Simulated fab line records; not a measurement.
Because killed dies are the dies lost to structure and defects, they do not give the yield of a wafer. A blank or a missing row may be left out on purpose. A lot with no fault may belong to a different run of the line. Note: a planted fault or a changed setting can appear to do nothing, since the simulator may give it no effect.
What tool caused it? ; flow sky130 ; Sampling: 14 lots, 41 wafers, 4 of 708 route steps

WHAT EACH GAUGE READ, for each wafer
SKY_VIA2_RS_MEAS_22: measurement is done with a four-point probe.
lot;measured;on;VIA2_W_RS (ohm/sq)
L350;day 36 02:25;film_metro-01;0.266 0.274 0.265
L351;day 36 06:35;film_metro-03;0.272 0.271 0.269
L352;day 36 17:13;film_metro-02;0.275 0.271 0.274
L353;day 37 00:13;film_metro-01;0.268 0.263 0.276
L360;day 40 09:03;film_metro-01;0.262 0.272 0.271
L361;day 40 10:11;film_metro-02;0.266 0.267 0.271
L362;day 40 13:18;film_metro-02;0.271 0.276
L364;day 40 19:50;film_metro-03;0.276 0.270 0.270
L366;day 41 01:37;film_metro-02;0.266 0.262 0.270
L368;day 41 17:20;film_metro-01;0.274 0.270 0.271
L370;day 42 06:35;film_metro-02;0.273 0.265 0.273
L371;day 42 09:27;film_metro-01;0.276 0.274 0.275
L372;day 42 12:45;film_metro-03;0.274 0.277 0.277
L373;day 43 00:38;film_metro-02;0.273 0.278 0.274

SKY_CAPM_RS_MEAS_03: measurement is done with a four-point probe.
lot;measured;on;CAPM_TIN_RS (ohm/sq)
L350;day 36 03:14;film_metro-02;6.69 6.89 6.74
L351;day 36 07:25;film_metro-01;6.70 6.67 6.77
L352;day 36 18:02;film_metro-01;6.83 6.59 6.71
L353;day 37 01:02;film_metro-04;6.55 6.57 6.82
L360;day 40 09:53;film_metro-01;6.82 6.71 6.68
L361;day 40 11:00;film_metro-01;6.73 6.62 6.62
L362;day 40 14:08;film_metro-01;6.55 6.66
L364;day 40 20:40;film_metro-01;6.59 6.69 6.67
L366;day 41 02:27;film_metro-02;6.60 6.51 6.68
L368;day 41 18:09;film_metro-02;6.70 6.80 6.63
L370;day 42 07:24;film_metro-04;6.48 6.68 6.64
L371;day 42 10:17;film_metro-04;6.73 6.78 6.64
L372;day 42 13:35;film_metro-02;6.54 6.64 6.53
L373;day 43 01:27;film_metro-01;6.65 6.60 6.73

TOOL THAT RAN EACH LOT (tool first, then ch and the chambers of the sampled wafers, then the start)
lot;SKY_VIA2_ETCH_15;SKY_METAL3_SPUTTER_01
L350;rie_diel-01 ch 1,2,3, day 36 01:33;pvd_sputter-02, day 36 02:54
L351;rie_diel-01 ch 1,3, day 36 05:43;pvd_sputter-02, day 36 07:04
L352;rie_diel-02 ch 1,3, day 36 16:20;pvd_sputter-01, day 36 17:41
L353;rie_diel-01 ch 0,1,3, day 36 23:20;pvd_sputter-01, day 37 00:41
L360;rie_diel-03 ch 0,3, day 40 08:12;pvd_sputter-02, day 40 09:33
L361;rie_diel-03 ch 0,2,3, day 40 09:20;pvd_sputter-02, day 40 10:41
L362;rie_diel-02 ch 0,1, day 40 12:23;pvd_sputter-01, day 40 13:44
L364;rie_diel-03 ch 0,2,3, day 40 18:59;pvd_sputter-01, day 40 20:20
L366;rie_diel-03 ch 1,2,3, day 41 00:44;pvd_sputter-03, day 41 02:05
L368;rie_diel-03 ch 1,3, day 41 16:29;pvd_sputter-03, day 41 17:50
L370;rie_diel-03 ch 0,1,2, day 42 05:44;pvd_sputter-03, day 42 07:05
L371;rie_diel-03 ch 1,2,3, day 42 08:36;pvd_sputter-01, day 42 09:57
L372;rie_diel-02 ch 0,1,3, day 42 11:46;pvd_sputter-01, day 42 13:14
L373;rie_diel-02 ch 0,1,2, day 42 23:47;pvd_sputter-03, day 43 01:08
- SKY_VIA2_ETCH_15: etches SiO2 in C4F8/O2/Ar, stops on TiN, target depth 546 nm, time 84 s.
- SKY_METAL3_SPUTTER_01: material TiN, target thk 20 nm, time 16.7 s.

AS READ BY THE TOOLS THEMSELVES (means over the sampled wafers that have a number; for cases with no such wafer, the mark the record gives instead)
SKY_VIA2_ETCH_15.
lot;tool;bias_w (W);oes_product_au (a.u.)
L350;rie_diel-01;1203;0.939
L351;rie_diel-01;1206;0.939
L352;rie_diel-02;1200;0.942
L353;rie_diel-01;1203;0.934
L360;rie_diel-03;1203;0.941
L361;rie_diel-03;1203;0.941
L362;rie_diel-02;1197;0.935
L364;rie_diel-03;1197;0.939
L366;rie_diel-03;1201;0.938
L368;rie_diel-03;1197;0.944
L370;rie_diel-03;1200;0.941
L371;rie_diel-03;1201;0.941
L372;rie_diel-02;1198;0.942
L373;rie_diel-02;1200;0.938

SKY_METAL3_SPUTTER_01.
lot;tool;cathode_dc_power_W (W);chamber_pressure_pa (Pa);throttle_valve_pct (%)
L350;pvd_sputter-02;6499.5;0.4005;31.2
L351;pvd_sputter-02;6498.9;0.3999;31.0
L352;pvd_sputter-01;6500.0;0.4004;30.1
L353;pvd_sputter-01;6499.1;0.4006;30.7
L360;pvd_sputter-02;5180.6;0.4007;30.9
L361;pvd_sputter-02;5179.6;0.4011;31.1
L362;pvd_sputter-01;6498.9;0.3993;30.1
L364;pvd_sputter-01;6500.0;0.4003;30.5
L366;pvd_sputter-03;6499.5;0.3999;30.1
L368;pvd_sputter-03;6500.5;0.3990;31.3
L370;pvd_sputter-03;6501.2;0.3993;30.7
L371;pvd_sputter-01;6500.3;0.3999;30.6
L372;pvd_sputter-01;6499.7;0.3994;30.3
L373;pvd_sputter-03;6500.3;0.4004;30.1

THE ANSWER, worked out from the rows above alone
Rule: the lots themselves supply what counts as usual. Put in order of their means at a reading, lots are off if they are a third of the lots or fewer, leave a main group of 4 or more, and stand apart from it by a gap of 3 or more times the standard deviation of the main group's means; of several such gaps the widest counts. A main group is skipped when, at the precision printed for the reading in the tables above, its means are all equal. A lot without any number at a reading at which 4 lots or more have one is off too. All remaining lots with rows at the step are treated as sound. After the gauges, taken in route order, come the tools' own readings; for these a lot's mean is taken, as printed above. At the first step where some lot is off, the reading lying furthest off is the one used; lots without a number count as furthest.
Off: L360, L361 (SKY_METAL3_SPUTTER_01, cathode_dc_power_W). The main group: mean 6499.8 W, standard deviation 0.67.
If a tool, at that step or one of the process steps before it, ran each lot that is off and ran no sound lot following the first of them, it fits. One candidate fits, namely pvd_sputter-02 at SKY_METAL3_SPUTTER_01. Its last sound lot is L351 (day 36 07:04), its first lot that is off L360 (day 40 09:33): a fault that began between those two fits.
On the lots that are off, the tool's own readings at SKY_METAL3_SPUTTER_01 differ by more than 5 times the standard deviation of the sound lots' means, which bears it out; cathode_dc_power_W reads 5180.1 W there versus 6499.8 W on the sound lots.

WHAT WAS PUT IN BY THE SIMULATOR
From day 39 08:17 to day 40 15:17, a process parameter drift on pvd_sputter-02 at SKY_METAL3_SPUTTER_01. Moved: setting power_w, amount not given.
Lots struck among those shown: L360, L361. The rule above reached the same finding.
